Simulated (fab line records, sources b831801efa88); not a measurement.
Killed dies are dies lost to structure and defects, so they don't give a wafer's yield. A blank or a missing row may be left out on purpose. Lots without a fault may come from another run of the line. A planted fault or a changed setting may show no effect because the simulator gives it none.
Chamber matching | flow gf180mcu | GF_V4_CMP_26 on cmp-02: 4 sister chambers
The step polishes, stops on SiO2, t overpolish 15 s, target thk 0 nm. 36 wafers are shown with their chamber, then 12 later ones without.

WAFERS WITH THEIR CHAMBER
wafer  | chamber | time_to_endpoint_s (s) | slurry_filter_dp_kPa (kPa) | motor_current_A (A)
L075.1 | 1       | 96                     | 13.48                      | 11.0
L075.2 | 3       | 96                     | 13.32                      | 10.4
L075.4 | 0       | 83                     | 13.35                      | 11.8
L076.2 | 3       | 95                     | 13.58                      | 10.4
L076.5 | 2       | 94                     | 13.62                      | 10.7
L076.6 | 1       | 91                     | 13.57                      | 10.7
L077.3 | 2       | 99                     | 13.53                      | 10.4
L077.4 | 1       | 94                     | 13.41                      | 10.9
L077.5 | 1       | 94                     | 13.45                      | 10.6
L080.1 | 2       | 96                     | 13.60                      | 10.8
L080.2 | 3       | 94                     | 13.52                      | 10.4
L080.3 | 1       | 95                     | 13.53                      | 11.1
L079.3 | 2       | 94                     | 13.71                      | 10.9
L079.4 | 0       | 82                     | 13.43                      | 11.4
L079.6 | 1       | 94                     | 13.60                      | 10.9
L081.1 | 3       | 91                     | 13.54                      | 10.8
L081.2 | 2       | 93                     | 13.54                      | 11.0
L081.6 | 1       | 90                     | 13.37                      | 10.6
L084.1 | 1       | 94                     | 13.38                      | 10.5
L084.3 | 0       | 83                     | 13.34                      | 11.4
L084.5 | 2       | 97                     | 13.47                      | 10.5
L085.3 | 2       | 96                     | 13.64                      | 10.7
L085.4 | 3       | 91                     | 13.69                      | 10.2
L085.6 | 3       | 95                     | 13.59                      | 10.5
L086.1 | 1       | 93                     | 13.51                      | 10.5
L086.3 | 3       | 88                     | 13.52                      | 11.2
L086.6 | 3       | 91                     | 13.41                      | 11.2
L088.1 | 1       | 92                     | 13.26                      | 11.0
L088.2 | 3       | 93                     | 13.48                      | 11.0
L088.3 | 0       | 80                     | 13.67                      | 10.6
L089.3 | 0       | 80                     | 13.39                      | 10.7
L089.4 | 3       | 88                     | 13.53                      | 10.9
L089.5 | 2       | 93                     | 13.58                      | 10.7
L090.1 | 2       | 96                     | 13.52                      | 10.2
L090.2 | 1       | 95                     | 13.36                      | 10.3
L090.3 | 0       | 85                     | 13.58                      | 10.4

SIGNATURES (means of the wafers above)
reading              | chamber 0 | chamber 1 | chamber 2 | chamber 3 | scatter within a chamber
time_to_endpoint_s   | 82.17     | 93.45     | 95.33     | 92.20     | 2.22
slurry_filter_dp_kPa | 13.4600   | 13.4473   | 13.5789   | 13.5180   | 0.101
motor_current_A      | 11.050    | 10.736    | 10.656    | 10.700    | 0.35
Rule: a wafer's distance from a chamber is the root of the sum, over the readings, of the square of ((its reading less the chamber's mean) divided by the reading's scatter). The wafer belongs to the nearest chamber; if the next one is less than 2 further off, it can't be placed. The scatter: the root of (the sum of the squares of (reading less its chamber's mean) over the shown wafers, divided by (wafers less chambers)).

WAFERS WITHOUT THEIR CHAMBER
wafer  | time_to_endpoint_s (s) | slurry_filter_dp_kPa (kPa) | motor_current_A (A)
L091.1 | 80                     | 13.45                      | 10.7
L091.3 | 94                     | 13.46                      | 10.9
L091.5 | 91                     | 13.62                      | 10.8
L092.3 | 89                     | 13.51                      | 11.2
L092.4 | 92                     | 13.42                      | 10.7
L092.5 | 91                     | 13.50                      | 10.7
L093.3 | 89                     | 13.61                      | 11.3
L093.4 | 89                     | 13.60                      | 11.2
L093.5 | 92                     | 13.67                      | 10.6
L097.2 | 93                     | 13.63                      | 10.5
L097.3 | 95                     | 13.20                      | 10.3
L097.5 | 89                     | 13.54                      | 10.9

WHICH CHAMBER EACH WENT THROUGH
wafer  | from the rows above               | in truth
L091.1 | 0                                 | 0
L091.3 | can't be placed: 1 or 3 or 2      | 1
L091.5 | can't be placed: 3 or 1 or 2      | 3
L092.3 | can't be placed: 3 or 1 or 0 or 2 | 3
L092.4 | can't be placed: 1 or 3 or 2      | 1
L092.5 | can't be placed: 3 or 1 or 2      | 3
L093.3 | can't be placed: 3 or 1 or 2 or 0 | 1
L093.4 | can't be placed: 3 or 1 or 2 or 0 | 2
L093.5 | can't be placed: 3 or 2 or 1      | 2
L097.2 | can't be placed: 2 or 3 or 1      | 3
L097.3 | can't be placed: 1 or 3 or 2      | 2
L097.5 | can't be placed: 3 or 1 or 2 or 0 | 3
Placed correctly: 1 of 12. Can't be placed from these rows: 11 (the true chamber is among the candidates in 11). Placed wrongly: 0.
